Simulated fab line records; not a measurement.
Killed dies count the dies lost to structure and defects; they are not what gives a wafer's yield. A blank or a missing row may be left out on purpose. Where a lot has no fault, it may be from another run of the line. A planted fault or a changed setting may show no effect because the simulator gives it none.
Which tool was responsible? | flow sky130 | Sampling: 6 lots, 18 wafers, 2 of 708 route steps

WHAT EACH GAUGE READ, for each wafer
SKY_SD_P_CD_MEAS_07: target cd 380 nm.
lot  | measured     | on        | cd nm (nm)
L140 | day 26 13:27 | cd sem-02 | 380.9 382.0 380.0
L143 | day 27 09:32 | cd sem-02 | 378.6 376.8 374.9
L145 | day 28 14:40 | cd sem-02 | 378.9 383.2 381.4
L149 | day 29 15:02 | cd sem-02 | 381.6 380.9 382.8
L152 | day 31 07:43 | cd sem-01 | 370.2 369.3 379.2 370.5 369.2 379.2
L161 | day 33 19:18 | cd sem-01 | 376.6 377.9 375.7

WHICH TOOL RAN EACH LOT (tool, then ch and the chambers of the sampled wafers, then the start)
lot  | SKY_SD_P_EXPOSE_04
L140 | iline stepper-02 ch 0, day 25 22:53
L143 | iline stepper-02 ch 0, day 26 19:04
L145 | iline stepper-02 ch 0, day 28 00:14
L149 | iline stepper-02 ch 0, day 29 00:57
L152 | iline stepper-02 ch 0, day 30 18:47
L161 | iline stepper-01 ch 0, day 33 05:58
- SKY_SD_P_EXPOSE_04: exposes mask PSDM, target cd 380 nm.

THE ANSWER, worked out from the rows above alone
Rule: the lots themselves supply what counts as usual. Put in order of their means at a reading, lots are off if they are a third of the lots or fewer, leave a main group of 4 or more, and stand apart from it by a gap of 3 or more times the standard deviation of the main group's means; of several such gaps the widest counts. If all means in a main group match to the digits the tables above print for the reading, that group is not used. Also off: a lot with no number at a reading for which 4 or more lots have one. Any other lot the step has rows for is counted as sound.
Nothing can be told from this: no lot is off at any reading shown.

WHAT THE SIMULATOR PUT IN
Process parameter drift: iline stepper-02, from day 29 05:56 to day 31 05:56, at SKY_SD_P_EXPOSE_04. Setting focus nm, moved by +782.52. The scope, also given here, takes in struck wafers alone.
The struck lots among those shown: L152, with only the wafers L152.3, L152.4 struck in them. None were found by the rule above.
